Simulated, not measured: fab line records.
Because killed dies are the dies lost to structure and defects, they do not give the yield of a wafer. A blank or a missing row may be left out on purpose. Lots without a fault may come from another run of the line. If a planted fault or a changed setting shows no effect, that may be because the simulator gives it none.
Which tool is to blame? ; flow gf180mcu ; Sampling: 10 lots, 30 wafers, 4 of 602 route steps

== WHAT THE GAUGES READ, wafer by wafer ==
GF_TOP_METAL_CD_MEAS_14 targets a cd of 440 nm.
lot;measured;on;cd_nm (nm)
L291;day 28 21:38;cd_sem-02;438.9 439.0 439.9
L293;day 29 12:14;cd_sem-01;440.4 440.1 438.8
L296;day 30 13:26;cd_sem-02;443.2 444.0 440.2
L298;day 30 20:10;cd_sem-02;434.3 431.2 431.8 434.3 431.6 432.1
L301;day 31 21:12;cd_sem-02;432.9 434.5 434.7 433.2 434.0 434.3
L302;day 32 02:47;cd_sem-01;441.2 441.4 441.8
L303;day 32 06:45;cd_sem-01;434.5 437.3 436.0
L306;day 33 00:01;cd_sem-02;441.4 436.2 440.0
L309;day 33 16:07;cd_sem-01;441.6 441.4 439.1
L312;day 34 05:13;cd_sem-01;439.0 438.4 440.0

== EACH LOT AND THE TOOL THAT RAN IT (in order: tool; ch and the chambers of the sampled wafers; start) ==
lot;GF_V5_CMP_26;GF_TOP_METAL_SPUTTER_03;GF_TOP_METAL_COAT_09
L291;cmp-02 ch 2,3, day 28 03:40;pvd_sputter-02, day 28 04:05;litho_track-03 ch 0, day 28 13:29
L293;cmp-02 ch 0,1,3, day 28 18:51;pvd_sputter-01, day 28 19:11;litho_track-04 ch 0, day 29 02:27
L296;cmp-01 ch 0,1,2, day 29 18:13;pvd_sputter-04, day 29 18:41;litho_track-04 ch 0, day 30 03:27
L298;cmp-02 ch 0,1,3, day 30 01:22;pvd_sputter-02, day 30 01:47;litho_track-04 ch 0, day 30 11:54
L301;cmp-01 ch 1,2,3, day 31 02:55;pvd_sputter-04, day 31 03:17;litho_track-04 ch 0, day 31 12:03
L302;cmp-02 ch 0,1,3, day 31 09:18;pvd_sputter-02, day 31 09:41;litho_track-03 ch 0, day 31 17:28
L303;cmp-01 ch 0,2,3, day 31 13:57;pvd_sputter-04, day 31 14:25;litho_track-04 ch 0, day 31 22:26
L306;cmp-01 ch 0,2,3, day 32 07:36;pvd_sputter-02, day 32 08:01;litho_track-02 ch 0, day 32 15:50
L309;cmp-01 ch 1,2, day 32 23:41;pvd_sputter-01, day 33 00:10;litho_track-03 ch 0, day 33 07:25
L312;cmp-01 ch 1,2,3, day 33 14:20;pvd_sputter-02, day 33 14:49;litho_track-02 ch 0, day 33 21:43
- GF_V5_CMP_26: polishes, stops on SiO2, t overpolish 15 s, target thk 0 nm.
- GF_TOP_METAL_SPUTTER_03: material Ti, target thk 5 nm, time 3.3 s.
- GF_TOP_METAL_COAT_09: resist thk 1500 nm.

== WHAT THE TOOLS THEMSELVES READ (means of the sampled wafers that have a number; where no wafer has one, the mark that the record gives instead) ==
GF_V5_CMP_26.
lot;tool;edge_zone_pressure_frac;head_pressure_psi (psi);motor_current_A (A);overpolish_run_s (s);time_to_endpoint_s (s)
L291;cmp-02;0.998;3.491;12.4;15.004;85.2
L293;cmp-02;1.001;3.494;12.1;15.000;88.6
L296;cmp-01;0.997;3.500;11.5;15.009;86.8
L298;cmp-02;1.001;3.499;11.6;15.010;87.0
L301;cmp-01;0.999;3.490;11.1;14.994;83.9
L302;cmp-02;1.005;3.508;12.0;14.993;89.0
L303;cmp-01;0.998;3.507;11.0;14.999;86.5
L306;cmp-01;0.999;3.499;10.9;15.002;85.7
L309;cmp-01;1.001;3.493;11.0;15.003;89.6
L312;cmp-01;1.002;3.505;11.4;15.002;85.0

GF_TOP_METAL_SPUTTER_03.
lot;tool;throttle_valve_pct (%)
L291;pvd_sputter-02;29.2
L293;pvd_sputter-01;31.0
L296;pvd_sputter-04;30.6
L298;pvd_sputter-02;29.0
L301;pvd_sputter-04;30.6
L302;pvd_sputter-02;29.7
L303;pvd_sputter-04;30.6
L306;pvd_sputter-02;29.2
L309;pvd_sputter-01;31.1
L312;pvd_sputter-02;29.7

GF_TOP_METAL_COAT_09.
lot;tool;spin_speed_rpm (rpm)
L291;litho_track-03;3000.0
L293;litho_track-04;3000.9
L296;litho_track-04;3001.6
L298;litho_track-04;3263.9
L301;litho_track-04;3262.2
L302;litho_track-03;3000.8
L303;litho_track-04;3261.3
L306;litho_track-02;2999.1
L309;litho_track-03;3001.0
L312;litho_track-02;3000.6

== THE ANSWER, worked out from the rows above alone ==
Rule: the usual values come from the lots themselves. Put in order of their means at a reading, lots are off if they are a third of the lots or fewer, leave a main group of 4 or more, and stand apart from it by a gap of 3 or more times the standard deviation of the main group's means; of several such gaps the widest counts. Not used: any main group whose means are identical at the precision the tables above print for the reading. Also off: a lot with no number at a reading for which 4 or more lots have one. Any other lot the step has rows for is counted as sound. First the gauges in route order, then the tools' own readings, where a lot's mean is used as printed above. At the first step where some lot is off, the reading lying furthest off is the one used; lots without a number count as furthest.
Off, at GF_TOP_METAL_COAT_09 on spin_speed_rpm: L298, L301, L303. The main group has a mean of 3000.6 rpm with a standard deviation of 0.75.
If a tool, at that step or one of the process steps before it, ran each lot that is off and ran no sound lot following the first of them, it fits. One fits: GF_TOP_METAL_COAT_09 on litho_track-04. A fault onset in the window from L296 (day 30 03:27, its last sound lot) to L298 (day 30 11:54, its first lot off) fits.
On the lots that are off, the tool's own readings at GF_TOP_METAL_COAT_09 differ by more than 5 times the standard deviation of the sound lots' means, which bears it out; spin_speed_rpm reads 3262.5 rpm there versus 3000.6 rpm on the sound lots.

== WHAT HAD BEEN PUT IN BY THE SIMULATOR ==
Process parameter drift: litho_track-04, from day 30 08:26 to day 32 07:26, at GF_TOP_METAL_COAT_09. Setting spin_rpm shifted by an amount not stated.
Lots struck among those shown: L298, L301, L303. This agrees with what the rule above found.
